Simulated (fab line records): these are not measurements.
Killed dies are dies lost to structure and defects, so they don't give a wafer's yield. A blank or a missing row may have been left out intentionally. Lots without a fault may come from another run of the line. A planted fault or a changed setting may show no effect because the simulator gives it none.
A struck lot beside a sound one | flow sky130 | 35 out of 708 route steps
Sound: wafers L573.3, L573.5, L573.6. Struck: wafer L567.6 (left out: L567.2, L567.3 of the same lot, which were not struck); the cause appears at the end.
For every step that has rows: the tool of each side, followed by ch and its chambers, followed by its first start. Under that, the readings that differ: sound wafers | struck wafers | difference of the means | sigmas: that difference in standard deviations of wafers without a fault.
alike: readings whose means differ by less than 2 such deviations, and words and numbers that are the same on both sides. not compared: withheld readings, readings that some wafer has no value for, bounds like >300 that may hide the same value, and numbers for which the record gives no deviation and whose values overlap.
A row with sigmas, a row that says differs or no value, or rows on one side alone: a step with any of these is where the two part. Numbers that have no deviation but don't overlap get no sigmas and don't part them. A reading missing from all wafers of one side parts the sides only when that side holds two or more wafers.

first, 9 steps without rows for these wafers: SKY_METAL2_DEVELOP_14 (develop time 60 s); SKY_METAL2_DESCUM_17 (chemistry O2, time 8 s); SKY_METAL2_ETCH_18 (etches BARC in N2/H2, stops on SiO2, time 45.9 s, target depth 60 nm); SKY_METAL2_METAL_ETCH_19 (etches the open film in Cl2/BCl3, stops on SiO2, target depth 360 nm, time 78 s); SKY_METAL2_STRIP_20 (strips in O2/N2); SKY_METAL2_STRIP_21 (strips in post etch residue remover, time 1200 s); SKY_METAL2_CLEAN_22 (cleans in IPA, time 180 s); SKY_METAL2_CLEAN_23 (cleans in O3/DIW); SKY_VIA2_HDPCVD_00 (deposits SiO2, target thk 1180 nm, time 196.7 s).
SKY_VIA2_CMP_02: polishes SiO2.
  sound on cmp-01 ch 0,1, day 41 06:54; struck on cmp-02 ch 2, day 39 17:38
  reading                                  | sound             | struck | difference | sigmas
  model.SiO2_of_VIA2_HDPCVD_00.thk nm (nm) | 495.2 495.5 494.9 | 543.6  | +48.4      |
  alike: motor current A
SKY_VIA2_BOW_MEAS_03:
  sound: film metro-01 at day 41 07:11; struck: film metro-04 at day 39 18:08
  not compared: hold, VIA2_BOW
then, 8 steps without rows for these wafers: SKY_VIA2_HMDS_05 (prime time 60 s); SKY_VIA2_COAT_06 (resist thk 60 nm); SKY_VIA2_COAT_07 (resist thk 450 nm); SKY_VIA2_SOFTBAKE_08 (time 90 s); SKY_VIA2_EXPOSE_09 (exposes mask VIM2, target cd 200 nm); SKY_VIA2_PEB_10; SKY_VIA2_DEVELOP_11 (develop time 60 s); SKY_VIA2_ETCH_14 (etches BARC in N2/H2, stops on SiO2, time 45.9 s, target depth 60 nm).
SKY_VIA2_ETCH_15: etches SiO2 in C4F8/O2/Ar, stops on TiN, target depth 546 nm, time 84 s.
  sound on rie diel-03 ch 0,3, day 42 07:13; struck on rie diel-03 ch 0, day 40 18:40
  reading                          | sound             | struck | difference | sigmas
  oes product au (a.u.)            | 0.934 0.944 0.937 | 0.989  | +0.051     | +11
  model.VIA2.feature depth nm (nm) | 495.2 495.5 494.9 | 543.6  | +48.4      |
  model.etch.depth nm (nm)         | 495.2 495.5 494.9 | 543.6  | +48.4      |
  not compared: rf hours counter h
then, 13 steps without rows for these wafers: SKY_VIA2_STRIP_16 (strips in O2/N2); SKY_VIA2_STRIP_17 (strips in post etch residue remover, time 1200 s); SKY_VIA2_CLEAN_18 (cleans in IPA, time 180 s); SKY_VIA2_CLEAN_19 (cleans in O3/DIW); SKY_VIA2_SPUTTER_20 (material TiN, target thk 20 nm, time 80 s); SKY_VIA2_CVD_21 (deposits W, target thk 420 nm, time 126.4 s); SKY_VIA2_CMP_24 (polishes, stops on SiO2, t overpolish 20 s, target thk 0 nm); SKY_METAL3_SPUTTER_00 (material Ti, target thk 15 nm, time 10 s); SKY_METAL3_SPUTTER_01 (material TiN, target thk 20 nm, time 16.7 s); SKY_METAL3_SPUTTER_02 (material AlCu, target thk 735 nm, time 39.1 s); SKY_METAL3_SPUTTER_03 (material Ti, target thk 5 nm, time 3.3 s); SKY_METAL3_SPUTTER_04 (material TiN, target thk 70 nm, time 58.3 s); SKY_CAPM_CVD_00 (deposits SiO2, target thk 15.5 nm).
-- the record jumps here: 2 days lie between the struck wafers' starts before and after (it left off in module CAPM and takes up again in module METAL3, whose first step shown is number 532 of the route) --
SKY_METAL3_METAL_ETCH_18: etches the open film in Cl2/BCl3, stops on SiO2, target depth 845 nm, time 183.1 s.
  sound on rie metal-02 ch 0,1, day 44 07:49; struck on rie metal-03 ch 0, day 42 20:38
  reading                                  | sound             | struck | difference | sigmas
  model.SiO2_of_VIA2_HDPCVD_00.thk nm (nm) | 465.6 465.2 465.4 | 513.8  | +48.4      |
  alike: drypump motor current A, he backside leak sccm, oes product au, throttle valve pct
  not compared: rf hours counter h
SKY_PAD_OPEN_PROBE_99:
  the record holds rows for the sound wafers here (prober-02, day 50 08:47) but none for the struck ones

WHERE THEY PART
First at SKY_VIA2_ETCH_15; last, within this record, at SKY_PAD_OPEN_PROBE_99.

WHY: what had been put in by the simulator
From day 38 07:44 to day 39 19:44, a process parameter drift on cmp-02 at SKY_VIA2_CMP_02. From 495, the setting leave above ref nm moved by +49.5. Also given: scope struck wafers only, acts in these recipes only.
